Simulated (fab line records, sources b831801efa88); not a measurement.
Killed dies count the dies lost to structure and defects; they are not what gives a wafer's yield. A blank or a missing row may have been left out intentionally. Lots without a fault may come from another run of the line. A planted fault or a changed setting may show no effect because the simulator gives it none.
Which tool is to blame? || flow gf180mcu || 42 wafers from 14 lots sampled at 5 of the route's 602 steps

## WHAT THE GAUGES SHOWED, per wafer
GF_NWELL_OVL_MEAS_07. Usual: NWELL_OVL gives 0.2 nm (standard deviation 1.4).
{"lot": "L981", "measured": "day 3 07:01", "on": "overlay-02", "NWELL_OVL (nm)": "1.9 1.5 1.6", "flag": ""}
{"lot": "L985", "measured": "day 4 06:22", "on": "overlay-01", "NWELL_OVL (nm)": "-0.1 -0.1 0.3", "flag": ""}
{"lot": "L986", "measured": "day 4 10:44", "on": "overlay-01", "NWELL_OVL (nm)": "1.2 2.1 1.3", "flag": ""}
{"lot": "L987", "measured": "day 4 15:04", "on": "overlay-01", "NWELL_OVL (nm)": "-0.7 -0.2 -0.9", "flag": ""}
{"lot": "L991", "measured": "day 5 14:10", "on": "overlay-01", "NWELL_OVL (nm)": "-1.0 -1.8 -1.5", "flag": ""}
{"lot": "L992", "measured": "day 5 18:46", "on": "overlay-02", "NWELL_OVL (nm)": "0.5 -0.1 0.3", "flag": ""}
{"lot": "L993", "measured": "day 6 03:55", "on": "overlay-01", "NWELL_OVL (nm)": "1.4 -0.3 0.0", "flag": ""}
{"lot": "L994", "measured": "day 6 08:31", "on": "overlay-01", "NWELL_OVL (nm)": "-1.5 -1.8 -3.4", "flag": ""}
{"lot": "L995", "measured": "day 6 13:20", "on": "overlay-01", "NWELL_OVL (nm)": "-1.1 2.0 1.9", "flag": ""}
{"lot": "L997", "measured": "day 7 01:04", "on": "overlay-01", "NWELL_OVL (nm)": "4.1 3.4 3.4", "flag": ""}
{"lot": "L998", "measured": "day 7 05:31", "on": "overlay-01", "NWELL_OVL (nm)": "1.5 2.1 1.3", "flag": ""}
{"lot": "L101", "measured": "day 7 20:10", "on": "overlay-02", "NWELL_OVL (nm)": "0.1 2.0 0.7", "flag": ""}
{"lot": "L102", "measured": "day 8 01:43", "on": "overlay-01", "NWELL_OVL (nm)": "0.4 -0.1 -0.4", "flag": ""}
{"lot": "L104", "measured": "day 8 14:37", "on": "overlay-01", "NWELL_OVL (nm)": "0.1 0.1 -0.7", "flag": ""}

GF_LVPWELL_OVL_MEAS_07. Usual: LVPWELL_OVL gives 0.1 nm (standard deviation 1.3).
{"lot": "L981", "measured": "day 3 20:19", "on": "overlay-01", "LVPWELL_OVL (nm)": "0.5 1.3 2.1", "flag": ""}
{"lot": "L985", "measured": "day 4 19:43", "on": "overlay-02", "LVPWELL_OVL (nm)": "-2.1 -1.2 -1.3", "flag": ""}
{"lot": "L986", "measured": "day 5 00:31", "on": "overlay-01", "LVPWELL_OVL (nm)": "0.2 -1.1 -0.9", "flag": ""}
{"lot": "L987", "measured": "day 5 04:49", "on": "overlay-01", "LVPWELL_OVL (nm)": "0.1 1.6 1.6", "flag": ""}
{"lot": "L991", "measured": "day 6 05:22", "on": "overlay-01", "LVPWELL_OVL (nm)": "0.6 1.4 1.0", "flag": ""}
{"lot": "L992", "measured": "day 6 10:13", "on": "overlay-02", "LVPWELL_OVL (nm)": "1.2 0.4 0.6", "flag": ""}
{"lot": "L993", "measured": "day 6 19:10", "on": "overlay-01", "LVPWELL_OVL (nm)": "1.1 1.1 1.0", "flag": ""}
{"lot": "L994", "measured": "day 6 23:55", "on": "overlay-02", "LVPWELL_OVL (nm)": "1.4 0.5 -0.3", "flag": ""}
{"lot": "L995", "measured": "day 7 05:13", "on": "overlay-01", "LVPWELL_OVL (nm)": "-0.9 0.7 1.3", "flag": ""}
{"lot": "L997", "measured": "day 7 16:43", "on": "overlay-02", "LVPWELL_OVL (nm)": "- - -", "flag": "OFF"}
{"lot": "L998", "measured": "day 7 21:22", "on": "overlay-02", "LVPWELL_OVL (nm)": "-0.9 0.0 0.3", "flag": ""}
{"lot": "L101", "measured": "day 8 13:04", "on": "overlay-02", "LVPWELL_OVL (nm)": "- - -", "flag": "OFF"}
{"lot": "L102", "measured": "day 8 18:10", "on": "overlay-02", "LVPWELL_OVL (nm)": "-1.0 0.1 -0.9", "flag": ""}
{"lot": "L104", "measured": "day 9 08:10", "on": "overlay-01", "LVPWELL_OVL (nm)": "0.4 1.7 0.4", "flag": ""}

GF_MVSD_TW_MEAS_11. Usual: MVSD_TW gives 1577 (standard deviation 14).
{"lot": "L981", "measured": "day 4 10:50", "on": "film metro-04", "MVSD_TW": "1556 1559 1556", "flag": ""}
{"lot": "L985", "measured": "day 5 10:27", "on": "film metro-02", "MVSD_TW": "1573 1576 1573", "flag": ""}
{"lot": "L986", "measured": "day 5 15:36", "on": "film metro-02", "MVSD_TW": "1571 1566 1572", "flag": ""}
{"lot": "L987", "measured": "day 5 19:55", "on": "film metro-01", "MVSD_TW": "1596 1594 1594", "flag": ""}
{"lot": "L991", "measured": "day 6 20:55", "on": "film metro-01", "MVSD_TW": "1602 1594 1594", "flag": ""}
{"lot": "L992", "measured": "day 7 03:05", "on": "film metro-01", "MVSD_TW": "1599 1600 1599", "flag": ""}
{"lot": "L993", "measured": "day 7 11:17", "on": "film metro-04", "MVSD_TW": "1567 1564 1560", "flag": ""}
{"lot": "L994", "measured": "day 7 16:32", "on": "film metro-02", "MVSD_TW": "1594 1593 1589", "flag": ""}
{"lot": "L995", "measured": "day 7 21:32", "on": "film metro-02", "MVSD_TW": "1599 1589 1594", "flag": ""}
{"lot": "L997", "measured": "day 8 09:46", "on": "film metro-04", "MVSD_TW": "1566 1573 1569", "flag": ""}
{"lot": "L998", "measured": "day 8 14:53", "on": "film metro-01", "MVSD_TW": "1589 1581 1584", "flag": ""}
{"lot": "L101", "measured": "day 9 07:10", "on": "film metro-04", "MVSD_TW": "1556 1560 1566", "flag": ""}
{"lot": "L102", "measured": "day 9 12:04", "on": "film metro-02", "MVSD_TW": "1579 1578 1577", "flag": ""}
{"lot": "L104", "measured": "day 10 03:02", "on": "film metro-02", "MVSD_TW": "1578 1569 1564", "flag": ""}

GF_VT_IMPLANT_OVL_MEAS_07. Usual: VT_IMPLANT_OVL gives 0.8 nm (standard deviation 1.4).
{"lot": "L981", "measured": "day 5 15:05", "on": "overlay-02", "VT_IMPLANT_OVL (nm)": "1.4 1.3 1.8", "flag": ""}
{"lot": "L985", "measured": "day 6 16:16", "on": "overlay-02", "VT_IMPLANT_OVL (nm)": "2.2 0.9 2.0", "flag": ""}
{"lot": "L986", "measured": "day 6 21:49", "on": "overlay-02", "VT_IMPLANT_OVL (nm)": "2.8 2.6 3.0", "flag": ""}
{"lot": "L987", "measured": "day 7 03:16", "on": "overlay-01", "VT_IMPLANT_OVL (nm)": "0.6 1.3 0.8", "flag": ""}
{"lot": "L991", "measured": "day 8 04:22", "on": "overlay-02", "VT_IMPLANT_OVL (nm)": "3.5 1.7 3.8", "flag": ""}
{"lot": "L992", "measured": "day 8 11:41", "on": "overlay-02", "VT_IMPLANT_OVL (nm)": "-0.2 1.6 1.0", "flag": ""}
{"lot": "L993", "measured": "day 8 20:25", "on": "overlay-02", "VT_IMPLANT_OVL (nm)": "0.6 1.1 0.4", "flag": ""}
{"lot": "L994", "measured": "day 9 01:58", "on": "overlay-02", "VT_IMPLANT_OVL (nm)": "3.5 1.2 1.6", "flag": ""}
{"lot": "L995", "measured": "day 9 07:19", "on": "overlay-02", "VT_IMPLANT_OVL (nm)": "0.1 1.1 1.0", "flag": ""}
{"lot": "L997", "measured": "day 9 20:09", "on": "overlay-02", "VT_IMPLANT_OVL (nm)": "1.8 0.8 0.9", "flag": ""}
{"lot": "L998", "measured": "day 10 01:34", "on": "overlay-01", "VT_IMPLANT_OVL (nm)": "0.0 0.2 0.4", "flag": ""}
{"lot": "L101", "measured": "day 10 18:29", "on": "overlay-02", "VT_IMPLANT_OVL (nm)": "-0.4 -0.9 -2.8", "flag": ""}
{"lot": "L102", "measured": "day 10 23:56", "on": "overlay-02", "VT_IMPLANT_OVL (nm)": "1.1 0.5 0.1", "flag": ""}
{"lot": "L104", "measured": "day 11 16:10", "on": "overlay-01", "VT_IMPLANT_OVL (nm)": "1.3 0.0 0.7", "flag": ""}

## WHAT TOOL EACH LOT RAN ON (gives the tool, then ch and the chambers of the sampled wafers, and finally the start)
{"lot": "L981", "GF_LVPWELL_DEVELOP_06": "litho track-04 ch 0, day 3 20:00"}
{"lot": "L985", "GF_LVPWELL_DEVELOP_06": "litho track-03 ch 0, day 4 19:00"}
{"lot": "L986", "GF_LVPWELL_DEVELOP_06": "litho track-04 ch 0, day 5 00:00"}
{"lot": "L987", "GF_LVPWELL_DEVELOP_06": "litho track-02 ch 0, day 5 04:00"}
{"lot": "L991", "GF_LVPWELL_DEVELOP_06": "litho track-03 ch 0, day 6 05:00"}
{"lot": "L992", "GF_LVPWELL_DEVELOP_06": "litho track-04 ch 0, day 6 10:00"}
{"lot": "L993", "GF_LVPWELL_DEVELOP_06": "litho track-03 ch 0, day 6 19:00"}
{"lot": "L994", "GF_LVPWELL_DEVELOP_06": "litho track-03 ch 0, day 6 23:00"}
{"lot": "L995", "GF_LVPWELL_DEVELOP_06": "litho track-02 ch 0, day 7 05:00"}
{"lot": "L997", "GF_LVPWELL_DEVELOP_06": "litho track-02 ch 0, day 7 16:00"}
{"lot": "L998", "GF_LVPWELL_DEVELOP_06": "litho track-03 ch 0, day 7 21:00"}
{"lot": "L101", "GF_LVPWELL_DEVELOP_06": "litho track-02 ch 0, day 8 12:00"}
{"lot": "L102", "GF_LVPWELL_DEVELOP_06": "litho track-03 ch 0, day 8 18:00"}
{"lot": "L104", "GF_LVPWELL_DEVELOP_06": "litho track-04 ch 0, day 9 08:00"}
- GF_LVPWELL_DEVELOP_06: develop time 60 s.

## AS READ BY THE TOOLS THEMSELVES (means over the sampled wafers that have a number; for cases with no such wafer, the mark the record gives instead)
GF_LVPWELL_DEVELOP_06. Usual: developer temp C reads 22.97 C (standard deviation 0.12).
{"lot": "L981", "tool": "litho track-04", "developer temp C (C)": 22.95, "flag": ""}
{"lot": "L985", "tool": "litho track-03", "developer temp C (C)": 22.84, "flag": ""}
{"lot": "L986", "tool": "litho track-04", "developer temp C (C)": 23.20, "flag": ""}
{"lot": "L987", "tool": "litho track-02", "developer temp C (C)": 23.04, "flag": ""}
{"lot": "L991", "tool": "litho track-03", "developer temp C (C)": 22.87, "flag": ""}
{"lot": "L992", "tool": "litho track-04", "developer temp C (C)": 23.01, "flag": ""}
{"lot": "L993", "tool": "litho track-03", "developer temp C (C)": 23.13, "flag": ""}
{"lot": "L994", "tool": "litho track-03", "developer temp C (C)": 23.10, "flag": ""}
{"lot": "L995", "tool": "litho track-02", "developer temp C (C)": 22.98, "flag": ""}
{"lot": "L997", "tool": "litho track-02", "developer temp C (C)": 22.95, "flag": ""}
{"lot": "L998", "tool": "litho track-03", "developer temp C (C)": 22.93, "flag": ""}
{"lot": "L101", "tool": "litho track-02", "developer temp C (C)": 23.07, "flag": ""}
{"lot": "L102", "tool": "litho track-03", "developer temp C (C)": 22.95, "flag": ""}
{"lot": "L104", "tool": "litho track-04", "developer temp C (C)": 22.99, "flag": ""}

## THE ANSWER, worked out from the rows above alone
Rule: lot off if the mean of its wafers having a number is beyond 3 standard deviations from the usual mean. A lot without any number at a reading at which 4 lots or more have one is off too. All remaining lots with rows at the step are treated as sound. The gauges are gone through in route order, then the tools' own readings, and for those a lot's mean is taken as printed above. The first step at which some lot is off is used, and at that step the reading that is off furthest; a lot without a number counts as furthest.
Off: L997, L101, at GF_LVPWELL_OVL_MEAS_07 (LVPWELL_OVL). Without a number there: L997, L101.
A tool fits if, at a process step before that reading, it ran every lot that is off, and no sound lot after the first of them. Those tools and the gauges at GF_LVPWELL_OVL_MEAS_07 are tried in the same way. One fits: litho track-02 at GF_LVPWELL_DEVELOP_06. A fault onset in the window from L995 (day 7 05:00, its last sound lot) to L997 (day 7 16:00, its first lot off) fits.

## WHAT THE SIMULATOR HAD PUT IN
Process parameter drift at GF_LVPWELL_DEVELOP_06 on litho track-02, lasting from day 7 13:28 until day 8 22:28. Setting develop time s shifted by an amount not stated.
Struck lots among those shown: L997, L101. The rule above found the same.
